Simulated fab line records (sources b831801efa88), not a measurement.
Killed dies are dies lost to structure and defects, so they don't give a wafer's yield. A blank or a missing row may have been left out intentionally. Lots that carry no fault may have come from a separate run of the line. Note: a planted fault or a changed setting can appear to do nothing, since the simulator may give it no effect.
fab line records | flow sky130
[record] lots = 6 wafers = 18 last-day = 50
route steps=708 shown RES_XHIGH@333 SD_N@342 PAD_OPEN@708
lots with no fault: from the same line, run without faults
start-h: hours from the record's opening day to when the first of the lot's shown wafers began | wait-h: hours elapsed since this lot's preceding step | " unchanged from the row above | L1.1+2: several wafers, shown together as one row | - no value, or no start given | * or withheld: withheld | < > ~ a bound
route shown NAME@n: a module of which the file shows steps, and the number in the route of the first | usual: mean and standard deviation over wafers with no fault | same: alike in all rows | chamber/n: place in a boat | sites: per-site readings | _std_site: their standard deviation | _edge_site: mean of outer sites minus mean of inner sites | radius-mm: for every site, how far away it sits from the centre of the wafer | mask NAME#n: copy n | behind: the most recent tool/chamber to have shaped the wafer | hold: the reason the lot was held/the length of the hold in hours/how it ended | device: transistor that didn't switch, given as n, p or np | end of line: the route-end tests of the same wafers | where a step has no rows: the recipe by itself | killed: the dies lost at the first sort to structure and to defects; this is not the yield of the wafer | map: shows each die of a wafer: x if killed, . if not, _ if none is there
set.NAME: the setting as run; set.NAME@STEP: as run at that earlier step | model.NAME: the simulator's own value behind a step, which no gauge read
certain route steps with their lots: each step a table, each wafer a row
services: the hour from which a tool's chamber was out of use, counted from the record's first day as start-h (under 0 if before that day), plus the number of hours and why
[[steps]]
[step SKY_RES_XHIGH_HMDS_01]
[recipe] prime-time-s = 60 prime-temp-c = 120
[step SKY_RES_XHIGH_COAT_02]
[recipe] resist = NOVOLAK spin-rpm = 3000 resist-thk-nm = 1140
[step SKY_RES_XHIGH_SOFTBAKE_03]
[recipe] temp-c = 90 time-s = 60 resist = NOVOLAK
[step SKY_RES_XHIGH_EXPOSE_04]
[recipe] mask-id = URPM na = 0.6 source-shape = conventional sigma-outer = 0.6 polarization = unpolarized target-cd-nm = 1270 dose-mj = 140
[step SKY_RES_XHIGH_PEB_05]
[recipe] temp-c = withheld time-s = * resist = NOVOLAK
[step SKY_RES_XHIGH_DEVELOP_06]
[recipe] resist = NOVOLAK developer = TMAH develop-time-s = 60 dev-temp-c = 23
[step SKY_RES_XHIGH_IMPLANT_07]
[recipe] species = BF2 energy-kev = 20 dose-cm2 = 3.6e+14 tilt-deg = 0
[step SKY_RES_XHIGH_STRIP_08]
[recipe] chemistry = O2/N2 power-w = 1400 pressure-mtorr = 1500 platen-temp-c = withheld o2-flow-sccm = 3000 n2-flow-sccm = 300 overash-fraction = 0.5
[usual] drypump-motor-current-A = 5.6/0.44 oes-product-au = 0.711/0.0048 strip-time-to-endpoint-s = 14.28/0.036
// columns lot.wafer tool chamber start-h wait-h drypump-motor-current-A oes-product-au rf-hours-counter-h strip-time-to-endpoint-s
L182.1 plasma-asher-02 1 628.52 0.1 4.8 0.713 79 14.33
L182.3 " 0 " " 5.8 0.715 - 14.31
L182.5 " 1 " " 4.8 0.714 - 14.29
L193.1 plasma-asher-03 0 724.44 0.1 6.0 0.718 100 14.24
L193.2 " 1 " " 5.4 0.715 100 14.25
L193.4 " 1 " " 5.4 0.720 - 14.24
L194.2 plasma-asher-02 1 737.03 0.2 4.8 0.712 91 14.28
L194.4 " 1 " " 4.8 0.714 - 14.30
L194.5 " 0 " " 5.7 0.722 - 14.27
L200.2 plasma-asher-04 1 781.62 0.1 5.5 0.717 33 14.29
L200.3 " 1 " " 5.5 0.727 - 14.26
L200.6 " 0 " " 6.2 0.714 - 14.27
L203.2 plasma-asher-03 1 796.34 0.1 5.4 0.705 5 14.26
L203.4 " 1 " " 5.4 0.713 - 14.21
L203.5 " 1 " " 5.4 0.702 - 14.27
L202.2 plasma-asher-03 1 799.40 0.1 5.4 0.711 6 14.26
L202.3 " 0 " " 6.0 0.720 - 14.25
L202.4 " 1 " " 5.4 0.708 - 14.26
[step SKY_RES_XHIGH_TW_MEAS_09]
[usual] RES_XHIGH_TW = 1637/11
// columns lot.wafer tool chamber start-h wait-h RES_XHIGH_TW
L182.1 film-metro-03 - 628.62 0.1 1649
L182.3 " - " " 1641
L182.5 " - " " 1634
L193.1 film-metro-01 - 724.54 0.1 1634
L193.2 " - " " 1627
L193.4 " - " " 1626
L194.2 film-metro-03 - 737.14 0.1 1644
L194.4 " - " " 1639
L194.5 " - " " 1646
L200.2 film-metro-03 - 781.73 0.1 1643
L200.3 " - " " 1651
L200.6 " - " " 1638
L203.2 film-metro-01 - 796.45 0.1 1620
L203.4 " - " " 1619
L203.5 " - " " 1616
L202.2 film-metro-03 - 799.51 0.1 1636
L202.3 " - " " 1640
L202.4 " - " " 1635
[step SKY_SD_N_DEHYDRATE_00]
[recipe] temp-c = 200 time-s = 60
[step SKY_SD_N_HMDS_01]
[recipe] prime-time-s = 60 prime-temp-c = 120
[step SKY_SD_N_COAT_02]
[recipe] resist = NOVOLAK spin-rpm = 3000 resist-thk-nm = 1140
[step SKY_SD_N_SOFTBAKE_03]
[recipe] temp-c = 90 time-s = 60 resist = NOVOLAK
[usual] heater-power-total-W = 56.60/0.048 plate-temp-C = 89.97/0.14
// columns lot.wafer tool chamber start-h wait-h heater-power-total-W plate-temp-C model.NOVOLAK_of_SD_N_COAT_02.thk-nm
L182.1 litho-track-02 0 643.25 0.1 56.51 89.88 1137
L182.3 " 0 " " 56.59 89.77 1140
L182.5 " 0 " " 56.56 89.79 1139
L193.1 litho-track-02 0 738.35 0.1 60.45 94.31 1128
L193.2 " 0 " " 60.42 94.18 1127
L193.4 " 0 " " 60.49 94.43 1128
L194.2 litho-track-02 0 750.37 0.1 60.47 94.07 1127
L194.4 " 0 " " 60.55 94.16 1128
L194.5 " 0 " " 60.51 94.10 1126
L200.2 litho-track-03 0 794.85 0.1 56.64 89.97 1147
L200.3 " 0 " " 56.55 89.76 1146
L200.6 " 0 " " 56.40 89.90 1144
L203.2 litho-track-02 0 809.72 0.1 56.59 89.90 1136
L203.4 " 0 " " 56.62 89.68 1137
L203.5 " 0 " " 56.49 90.05 1138
L202.2 litho-track-02 0 812.67 0.1 56.61 89.80 1138
L202.3 " 0 " " 56.71 90.07 1142
L202.4 " 0 " " 56.63 89.99 1141
[step SKY_SD_N_EXPOSE_04]
[recipe] mask-id = NSDM na = 0.6 source-shape = conventional sigma-outer = 0.6 polarization = unpolarized target-cd-nm = 380 dose-mj = 141
[step SKY_SD_N_PEB_05]
[recipe] temp-c = withheld time-s = * resist = NOVOLAK
[step SKY_SD_N_DEVELOP_06]
[recipe] resist = NOVOLAK developer = TMAH develop-time-s = 60 dev-temp-c = 23
[same] develop-time-s = 60
// columns lot.wafer tool chamber start-h wait-h model.NOVOLAK_of_SD_N_COAT_02.thk-nm
L182.1 litho-track-01 0 657.67 0.1 1136
L182.3+5 " 0 " " 1139
L193.1 litho-track-01 0 751.72 0.1 1128
L193.2+4 " 0 " " 1127
L194.2 litho-track-03 0 764.45 0.1 1127
L194.4 " 0 " " 1128
L194.5 " 0 " " 1125
L200.2+3 litho-track-02 0 808.17 0.1 1146
L200.6 " 0 " " 1143
L203.2 litho-track-02 0 823.17 0.1 1135
L203.4 " 0 " " 1136
L203.5 " 0 " " 1137
L202.2 litho-track-03 0 825.65 0.1 1137
L202.3 " 0 " " 1142
L202.4 " 0 " " 1141
[step SKY_SD_N_CD_MEAS_07]
[recipe] target-cd-nm = 380
[usual] cd-nm = 380.0/2.6
// columns lot.wafer tool chamber start-h wait-h cd-nm
L182.1 cd-sem-02 - 657.82 0.1 378.3
L182.3 " - " " 380.0
L182.5 " - " " 378.7
L193.1 cd-sem-01 - 751.87 0.1 387.1
L193.2 " - " " 388.0
L193.4 " - " " 386.1
L194.2 cd-sem-02 - 764.59 0.1 381.8
L194.4 " - " " 384.1
L194.5 " - " " 385.2
L200.2 cd-sem-02 - 808.32 0.1 380.3
L200.3 " - " " 377.9
L200.6 " - " " 378.5
L203.2 cd-sem-02 - 823.32 0.1 381.8
L203.4 " - " " 381.4
L203.5 " - " " 381.8
L202.2 cd-sem-02 - 825.79 0.1 378.9
L202.3 " - " " 381.0
L202.4 " - " " 379.8
[step SKY_SD_N_OVL_MEAS_08]
[usual] SD_N_OVL = -0.9/1.2
// columns lot.wafer tool chamber start-h wait-h SD_N_OVL[nm]
L182.1 overlay-02 - 657.94 0.1 -2.6
L182.3 " - " " -3.5
L182.5 " - " " -1.3
L193.1 overlay-02 - 751.99 0.1 2.2
L193.2 " - " " 1.4
L193.4 " - " " 1.8
L194.2 overlay-01 - 764.70 0.1 -1.4
L194.4 " - " " -2.1
L194.5 " - " " -3.1
L200.2 overlay-01 - 808.42 0.1 0.4
L200.3 " - " " -1.2
L200.6 " - " " -1.7
L203.2 overlay-02 - 823.42 0.1 -0.9
L203.4 " - " " -2.3
L203.5 " - " " -1.2
L202.2 overlay-01 - 825.90 0.1 0.5
L202.3 " - " " 0.5
L202.4 " - " " -0.5
[step SKY_SD_N_IMPLANT_09]
[recipe] species = As energy-kev = 50 dose-cm2 = 4e+15 tilt-deg = 0
[step SKY_SD_N_IMPLANT_10]
[recipe] species = P energy-kev = 20 dose-cm2 = 1e+14 tilt-deg = 0
[step SKY_SD_N_STRIP_11]
[recipe] chemistry = O2/N2 power-w = 1400 pressure-mtorr = 1500 platen-temp-c = withheld o2-flow-sccm = 3000 n2-flow-sccm = 300 overash-fraction = 0.5
[usual] drypump-motor-current-A = 5.6/0.47 oes-product-au = 0.528/0.0048 strip-time-to-endpoint-s = 22.55/0.032
// columns lot.wafer tool chamber start-h wait-h drypump-motor-current-A oes-product-au rf-hours-counter-h strip-time-to-endpoint-s
L182.1 plasma-asher-04 1 658.28 0.1 5.5 0.527 21 22.53
L182.3 " 1 " " 5.5 0.533 - 22.56
L182.5 " 0 " " 6.2 0.527 - 22.55
L193.1 plasma-asher-04 0 752.33 0.1 6.2 0.526 30 22.42
L193.2 " 1 " " 5.5 0.533 30 22.42
L193.4 " 0 " " 6.2 0.533 - 22.42
L194.2 plasma-asher-02 0 765.03 0.1 5.7 0.526 94 22.39
L194.4 " 1 " " 4.8 0.526 - 22.40
L194.5 " 0 " " 5.8 0.525 - 22.38
L200.2 plasma-asher-04 1 808.75 0.1 5.5 0.527 36 22.61
L200.3 " 0 " " 6.1 0.524 - 22.63
L200.6 " 1 " " 5.5 0.526 - 22.58
L203.2 plasma-asher-04 0 823.75 0.1 6.2 0.528 37 22.48
L203.4 " 1 " " 5.5 0.522 - 22.51
L203.5 " 1 " " 5.5 0.527 - 22.51
L202.2 plasma-asher-02 0 826.23 0.1 5.8 0.522 100 22.54
L202.3 " 1 " " 4.8 0.536 - 22.57
L202.4 " 0 " " 5.7 0.531 - 22.58
[step SKY_SD_N_TW_MEAS_12]
[usual] SD_N_TW = 3980/29
// columns lot.wafer tool chamber start-h wait-h SD_N_TW
L182.1 film-metro-02 - 658.38 0.1 3986
L182.3 " - " " 3967
L182.5 " - " " 3984
L193.1 film-metro-02 - 752.43 0.1 3997
L193.2 " - " " 4010
L193.4 " - " " 4011
L194.2 film-metro-01 - 765.14 0.1 3924
L194.4 " - " " 3917
L194.5 " - " " 3948
L200.2 film-metro-03 - 808.86 0.1 3983
L200.3 " - " " 3984
L200.6 " - " " 3955
L203.2 film-metro-03 - 823.86 0.1 4004
L203.4 " - " " 3969
L203.5 " - " " 3953
L202.2 film-metro-02 - 826.34 0.1 4000
L202.3 " - " " 4013
L202.4 " - " " 4027
[step SKY_PAD_OPEN_PROBE_99]
[usual] killed_at_M0_to_M3 = 44/7.3 killed_at_M4_up = 3.1/1.6 killed-at-contacts = 24/5.4 killed-at-front-end = 15/4 killed-at-other = 0.2/0.49 killed-dies = 86/10 killed-open = 48/7.3 killed-short = 38/6.3
[same] gross-dies = 492 killed-at-back-side = 0
// columns lot.wafer tool chamber start-h wait-h killed_at_M0_to_M3 killed_at_M4_up killed-at-contacts killed-at-front-end killed-at-other killed-dies killed-open killed-short
L193.1 prober-01 - 1150.74 0.1 56 2 15 13 0 86 44 42
L193.2 prober-01 - 1150.79 0.1 49 3 28 12 0 92 58 34
L193.4 prober-01 - 1150.89 0.2 35 4 23 9 1 72 34 38
L194.2 prober-02 - 1161.03 0.1 42 1 17 7 0 67 36 31
L194.4 prober-02 - 1161.13 0.2 51 3 14 9 1 78 42 36
L194.5 prober-02 - 1161.18 0.2 34 2 15 11 0 62 31 31
L203.2 prober-01 - 1195.44 0.1 37 3 25 13 1 79 50 29
L203.4 prober-01 - 1195.54 0.2 56 3 28 16 0 103 49 54
L203.5 prober-01 - 1195.59 0.2 50 4 29 17 0 100 61 39
// killed by level:class
L193.1 VIA1:geometric-particle:open=11 VIA2:geometric-particle:open=11 METAL1:geometric-particle:short=7 VIA1:geometric-particle:short=6 METAL3:geometric-particle:short=6 VIA3:geometric-particle:open=5 FIELD_ISO:geometric-particle:short=4 POLY_GATE:geometric-particle:short=4
L193.2 VIA2:geometric-particle:open=11 CONTACT:geometric-particle:open=10 LI_CONTACT:geometric-particle:open=9 VIA3:geometric-particle:open=9 VIA1:geometric-particle:open=8 METAL2:geometric-particle:short=8 VIA1:geometric-particle:short=5 FIELD_ISO:geometric-particle:short=4
L193.4 VIA1:geometric-particle:open=10 LI_CONTACT:geometric-particle:open=6 CONTACT:geometric-particle:open=5 LI_CONTACT:geometric-particle:short=5 METAL2:geometric-particle:short=5 LOCAL_INTERCONNECT:geometric-particle:short=4 METAL1:geometric-particle:short=4 VIA1:geometric-particle:short=4
L194.2 VIA1:geometric-particle:open=10 CONTACT:geometric-particle:open=7 METAL1:geometric-particle:short=7 METAL2:geometric-particle:short=6 LI_CONTACT:geometric-particle:open=5 VIA2:geometric-particle:open=5 VIA3:geometric-particle:open=4 CONTACT:geometric-particle:short=3
L194.4 VIA1:geometric-particle:open=16 METAL1:geometric-particle:short=8 VIA3:geometric-particle:open=7 CONTACT:geometric-particle:open=5 VIA1:geometric-particle:short=5 METAL2:geometric-particle:short=4 VIA2:geometric-particle:open=4 FIELD_ISO:geometric-particle:short=3
L194.5 METAL1:geometric-particle:short=7 CONTACT:geometric-particle:open=6 VIA2:geometric-particle:open=6 VIA1:geometric-particle:open=5 LI_CONTACT:geometric-particle:open=5 METAL3:geometric-particle:short=4 POLY_GATE:geometric-particle:open=3 LOCAL_INTERCONNECT:geometric-particle:short=3
L203.2 CONTACT:geometric-particle:open=15 VIA1:geometric-particle:open=8 VIA3:geometric-particle:open=6 LI_CONTACT:geometric-particle:open=5 METAL1:geometric-particle:short=5 VIA2:geometric-particle:open=5 FIELD_ISO:geometric-particle:open=3 POLY_GATE:geometric-particle:open=3
L203.4 VIA1:geometric-particle:open=12 VIA1:geometric-particle:short=9 CONTACT:geometric-particle:open=8 VIA3:geometric-particle:open=8 METAL1:geometric-particle:short=7 FIELD_ISO:geometric-particle:open=6 LOCAL_INTERCONNECT:geometric-particle:short=6 CONTACT:geometric-particle:short=6
L203.5 VIA1:geometric-particle:open=13 VIA2:geometric-particle:open=12 CONTACT:geometric-particle:open=10 VIA3:geometric-particle:open=8 CONTACT:geometric-particle:short=7 POLY_GATE:geometric-particle:short=6 POLY_GATE:geometric-particle:open=4 LI_CONTACT:geometric-particle:open=4
[[services]]
// columns tool chamber start-h hours kind
plasma-asher-04 - 658.64 3.5 repair
plasma-asher-03 - 667.47 14.6 pm
plasma-asher-03 - 733.75 9.0 pm
plasma-asher-03 0 733.75 9.0 vent-cycle
plasma-asher-03 1 733.75 9.0 vent-cycle
plasma-asher-04 - 736.68 0.8 repair
plasma-asher-03 0 742.75 - clean
plasma-asher-03 1 742.75 - clean
plasma-asher-02 - 784.55 1.7 repair
plasma-asher-03 - 804.25 0.6 repair
[[key]]
[first-sign] step = SKY_SD_N_SOFTBAKE_03 reading = heater-power-total-W direction = up sigmas = 80 usual = * struck = *
[effect] step = SKY_SD_N_SOFTBAKE_03 reading = plate-temp-C direction = up sigmas = 30 usual = * struck = *
[effect] step = SKY_SD_N_STRIP_11 reading = strip-time-to-endpoint-s direction = down sigmas = 4.5 usual = * struck = *
[model-effect] step = SKY_SD_N_SOFTBAKE_03 value = NOVOLAK_of_SD_N_COAT_02.thk-nm without = 1141 struck = 1127
[model-effect] step = SKY_SD_N_DEVELOP_06 value = NOVOLAK_of_SD_N_COAT_02.thk-nm without = 1141 struck = 1127
met-at SKY_SD_N_SOFTBAKE_03
struck-wafers L193.1,L193.2,L193.4,L194.2,L194.4,L194.5
tester-left-out L193,L194
onset-between 643.25 738.35
[fault] kind = process-parameter-drift tool = litho-track-02 chamber = - onset-h = 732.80 steps = SKY_SD_N_SOFTBAKE_03 channel = temp-c offset = * shape = step end-h = 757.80 acts-in = * stated = *
// tester-left-out: of these lots the tester's yield and bins aren't shown, on N5 and GAA mostly nor the transistor test; their killed dies are dies lost to structure and defects alone, not to doping, threshold or leakage, so they don't give the yield
